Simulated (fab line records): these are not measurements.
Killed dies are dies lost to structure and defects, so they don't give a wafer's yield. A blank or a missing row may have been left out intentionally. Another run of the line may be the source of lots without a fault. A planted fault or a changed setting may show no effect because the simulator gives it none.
Which tool is to blame? :: flow sky130 :: 13 lots, 39 wafers sampled, at 4 steps of a route of 708

== WHAT THE GAUGES READ, wafer by wafer ==
SKY_PASSIVATION_THK_MEAS_03. Usual: for PASSIVATION_CVD_02_THK the level is 540 nm and the standard deviation is 7.7.
lot: L841
measured: day 43 11:14
on: film-metro-03
PASSIVATION_CVD_02_THK (nm): 549 554 543
flag: 

lot: L844
measured: day 44 06:17
on: film-metro-03
PASSIVATION_CVD_02_THK (nm): 538 545 546
flag: 

lot: L845
measured: day 44 16:11
on: film-metro-03
PASSIVATION_CVD_02_THK (nm): 523 538 546
flag: 

lot: L847
measured: day 45 01:04
on: film-metro-03
PASSIVATION_CVD_02_THK (nm): 541 552 544
flag: 

lot: L849
measured: day 45 15:05
on: film-metro-03
PASSIVATION_CVD_02_THK (nm): 535 546 542
flag: 

lot: L850
measured: day 45 22:44
on: film-metro-03
PASSIVATION_CVD_02_THK (nm): 557 545 536
flag: 

lot: L851
measured: day 46 05:44
on: film-metro-03
PASSIVATION_CVD_02_THK (nm): 539 542 544
flag: 

lot: L852
measured: day 46 06:35
on: film-metro-01
PASSIVATION_CVD_02_THK (nm): 544 545 552
flag: 

lot: L854
measured: day 47 02:54
on: film-metro-04
PASSIVATION_CVD_02_THK (nm): 530 545 536
flag: 

lot: L855
measured: day 47 06:22
on: film-metro-03
PASSIVATION_CVD_02_THK (nm): 541 536 544
flag: 

lot: L856
measured: day 48 12:32
on: film-metro-01
PASSIVATION_CVD_02_THK (nm): 532 535 538
flag: 

lot: L857
measured: day 48 14:08
on: film-metro-01
PASSIVATION_CVD_02_THK (nm): 534 526 542
flag: 

lot: L858
measured: day 48 19:44
on: film-metro-03
PASSIVATION_CVD_02_THK (nm): 523 528 532
flag: 

== WHICH TOOL RAN EACH LOT (tool, then ch and the chambers of the sampled wafers, then the start) ==
lot: L841
SKY_FIELD_ISO_OXIDATION_01: furnace-01 ch 0, day 1 10:07
SKY_METAL3_STRIP_19: plasma-asher-01 ch 0,1, day 38 05:29
SKY_VIA3_CMP_24: cmp-01 ch 0,1,3, day 39 08:08

lot: L844
SKY_FIELD_ISO_OXIDATION_01: furnace-02 ch 0, day 2 01:07
SKY_METAL3_STRIP_19: plasma-asher-04 ch 0,1, day 39 02:59
SKY_VIA3_CMP_24: cmp-01 ch 0,1,2, day 40 06:19

lot: L845
SKY_FIELD_ISO_OXIDATION_01: furnace-02 ch 0, day 2 06:26
SKY_METAL3_STRIP_19: plasma-asher-04 ch 0,1, day 39 10:35
SKY_VIA3_CMP_24: cmp-02 ch 0,2, day 40 13:20

lot: L847
SKY_FIELD_ISO_OXIDATION_01: furnace-02 ch 0, day 2 17:16
SKY_METAL3_STRIP_19: plasma-asher-03 ch 0,1, day 39 23:47
SKY_VIA3_CMP_24: cmp-02 ch 0,1,3, day 41 02:13

lot: L849
SKY_FIELD_ISO_OXIDATION_01: furnace-01 ch 0, day 3 02:07
SKY_METAL3_STRIP_19: plasma-asher-01 ch 0,1, day 40 12:23
SKY_VIA3_CMP_24: cmp-01 ch 0,1,3, day 41 14:41

lot: L850
SKY_FIELD_ISO_OXIDATION_01: furnace-02 ch 0, day 3 07:07
SKY_METAL3_STRIP_19: plasma-asher-01 ch 0,1, day 41 00:41
SKY_VIA3_CMP_24: cmp-01 ch 0,1,2, day 42 02:38

lot: L851
SKY_FIELD_ISO_OXIDATION_01: furnace-02 ch 0, day 3 12:07
SKY_METAL3_STRIP_19: plasma-asher-04 ch 0,1, day 41 08:11
SKY_VIA3_CMP_24: cmp-01 ch 0,2,3, day 42 09:31

lot: L852
SKY_FIELD_ISO_OXIDATION_01: furnace-01 ch 0, day 3 17:07
SKY_METAL3_STRIP_19: plasma-asher-01 ch 0,1, day 41 09:14
SKY_VIA3_CMP_24: cmp-02 ch 1,2, day 42 10:16

lot: L854
SKY_FIELD_ISO_OXIDATION_01: furnace-02 ch 0, day 4 04:43
SKY_METAL3_STRIP_19: plasma-asher-01 ch 0,1, day 42 08:28
SKY_VIA3_CMP_24: cmp-01 ch 0,1,2, day 43 09:29

lot: L855
SKY_FIELD_ISO_OXIDATION_01: furnace-02 ch 0, day 4 09:08
SKY_METAL3_STRIP_19: plasma-asher-04 ch 0,1, day 42 12:13
SKY_VIA3_CMP_24: cmp-01 ch 0,1,3, day 43 13:13

lot: L856
SKY_FIELD_ISO_OXIDATION_01: furnace-02 ch 0, day 4 13:31
SKY_METAL3_STRIP_19: plasma-asher-04 ch 0,1, day 43 23:59
SKY_VIA3_CMP_24: cmp-01 ch 1,2, day 44 23:49

lot: L857
SKY_FIELD_ISO_OXIDATION_01: furnace-01 ch 0, day 4 18:07
SKY_METAL3_STRIP_19: plasma-asher-04 ch 0,1, day 44 02:57
SKY_VIA3_CMP_24: cmp-02 ch 0,3, day 45 02:53

lot: L858
SKY_FIELD_ISO_OXIDATION_01: furnace-02 ch 0, day 4 23:07
SKY_METAL3_STRIP_19: plasma-asher-03 ch 0,1, day 44 09:26
SKY_VIA3_CMP_24: cmp-02 ch 0,2,3, day 45 09:13
- SKY_FIELD_ISO_OXIDATION_01: stabilise 600 s, purge 300 s, target thk 12 nm.
- SKY_METAL3_STRIP_19: strips in O2/N2.
- SKY_VIA3_CMP_24: polishes, stops on SiO2, t overpolish 20 s, target thk 0 nm.

== WHAT THE TOOLS THEMSELVES READ (means of the sampled wafers that have a number; where no wafer has one, the mark that the record gives instead) ==
SKY_METAL3_STRIP_19. Usual: drypump-motor-current-A 5.36 A, standard deviation 0.25; oes-product-au 0.501 a.u., standard deviation 0.0057; strip-time-to-endpoint-s 6.49 s, standard deviation 0.088.
lot: L841
tool: plasma-asher-01
drypump-motor-current-A (A): 5.31
oes-product-au (a.u.): 0.497
strip-time-to-endpoint-s (s): 6.46
flag: 

lot: L844
tool: plasma-asher-04
drypump-motor-current-A (A): 5.47
oes-product-au (a.u.): 0.502
strip-time-to-endpoint-s (s): 6.61
flag: 

lot: L845
tool: plasma-asher-04
drypump-motor-current-A (A): 5.51
oes-product-au (a.u.): 0.499
strip-time-to-endpoint-s (s): 6.50
flag: 

lot: L847
tool: plasma-asher-03
drypump-motor-current-A (A): 5.17
oes-product-au (a.u.): 0.498
strip-time-to-endpoint-s (s): 6.44
flag: 

lot: L849
tool: plasma-asher-01
drypump-motor-current-A (A): 5.32
oes-product-au (a.u.): 0.504
strip-time-to-endpoint-s (s): 6.51
flag: 

lot: L850
tool: plasma-asher-01
drypump-motor-current-A (A): 5.32
oes-product-au (a.u.): 0.505
strip-time-to-endpoint-s (s): 6.53
flag: 

lot: L851
tool: plasma-asher-04
drypump-motor-current-A (A): 5.54
oes-product-au (a.u.): 0.501
strip-time-to-endpoint-s (s): 6.46
flag: 

lot: L852
tool: plasma-asher-01
drypump-motor-current-A (A): 5.29
oes-product-au (a.u.): 0.504
strip-time-to-endpoint-s (s): 6.54
flag: 

lot: L854
tool: plasma-asher-01
drypump-motor-current-A (A): 5.27
oes-product-au (a.u.): 0.506
strip-time-to-endpoint-s (s): 6.63
flag: 

lot: L855
tool: plasma-asher-04
drypump-motor-current-A (A): 5.50
oes-product-au (a.u.): 0.509
strip-time-to-endpoint-s (s): 6.63
flag: 

lot: L856
tool: plasma-asher-04
drypump-motor-current-A (A): 5.49
oes-product-au (a.u.): 0.498
strip-time-to-endpoint-s (s): 6.50
flag: 

lot: L857
tool: plasma-asher-04
drypump-motor-current-A (A): 5.52
oes-product-au (a.u.): 0.500
strip-time-to-endpoint-s (s): 6.44
flag: 

lot: L858
tool: plasma-asher-03
drypump-motor-current-A (A): 5.17
oes-product-au (a.u.): 0.499
strip-time-to-endpoint-s (s): 6.40
flag: 

SKY_VIA3_CMP_24. Usual: motor-current-A 11.0 A, standard deviation 0.87; overpolish-run-s 20.000 s, standard deviation 0.0094; time-to-endpoint-s 93 s, standard deviation 6.
lot: L841
tool: cmp-01
motor-current-A (A): 10.5
overpolish-run-s (s): 19.992
time-to-endpoint-s (s): 93
flag: 

lot: L844
tool: cmp-01
motor-current-A (A): 10.8
overpolish-run-s (s): 20.001
time-to-endpoint-s (s): 95
flag: 

lot: L845
tool: cmp-02
motor-current-A (A): 10.8
overpolish-run-s (s): 20.002
time-to-endpoint-s (s): 89
flag: 

lot: L847
tool: cmp-02
motor-current-A (A): 11.8
overpolish-run-s (s): 20.003
time-to-endpoint-s (s): 93
flag: 

lot: L849
tool: cmp-01
motor-current-A (A): 10.6
overpolish-run-s (s): 20.003
time-to-endpoint-s (s): 95
flag: 

lot: L850
tool: cmp-01
motor-current-A (A): 10.4
overpolish-run-s (s): 20.000
time-to-endpoint-s (s): 96
flag: 

lot: L851
tool: cmp-01
motor-current-A (A): 11.0
overpolish-run-s (s): 20.001
time-to-endpoint-s (s): 95
flag: 

lot: L852
tool: cmp-02
motor-current-A (A): 10.4
overpolish-run-s (s): 20.007
time-to-endpoint-s (s): 88
flag: 

lot: L854
tool: cmp-01
motor-current-A (A): 10.6
overpolish-run-s (s): 20.006
time-to-endpoint-s (s): 95
flag: 

lot: L855
tool: cmp-01
motor-current-A (A): 10.4
overpolish-run-s (s): 19.997
time-to-endpoint-s (s): 94
flag: 

lot: L856
tool: cmp-01
motor-current-A (A): 11.4
overpolish-run-s (s): 20.001
time-to-endpoint-s (s): 102
flag: 

lot: L857
tool: cmp-02
motor-current-A (A): 12.0
overpolish-run-s (s): 19.999
time-to-endpoint-s (s): 89
flag: 

lot: L858
tool: cmp-02
motor-current-A (A): 11.1
overpolish-run-s (s): 20.004
time-to-endpoint-s (s): 88
flag: 

== THE ANSWER, worked out from the rows above alone ==
Rule: lot off if the mean of its wafers having a number is beyond 3 standard deviations from the usual mean. A lot without any number at a reading at which 4 lots or more have one is off too. The other lots that the step has rows for count as sound. After the gauges, taken in route order, come the tools' own readings; for these a lot's mean is taken, as printed above. The first step at which some lot is off is used, and at that step the reading that is off furthest; a lot without a number counts as furthest.
Across all readings shown, no lot is off: no conclusion can be drawn from this.

== WHAT HAD BEEN PUT IN BY THE SIMULATOR ==
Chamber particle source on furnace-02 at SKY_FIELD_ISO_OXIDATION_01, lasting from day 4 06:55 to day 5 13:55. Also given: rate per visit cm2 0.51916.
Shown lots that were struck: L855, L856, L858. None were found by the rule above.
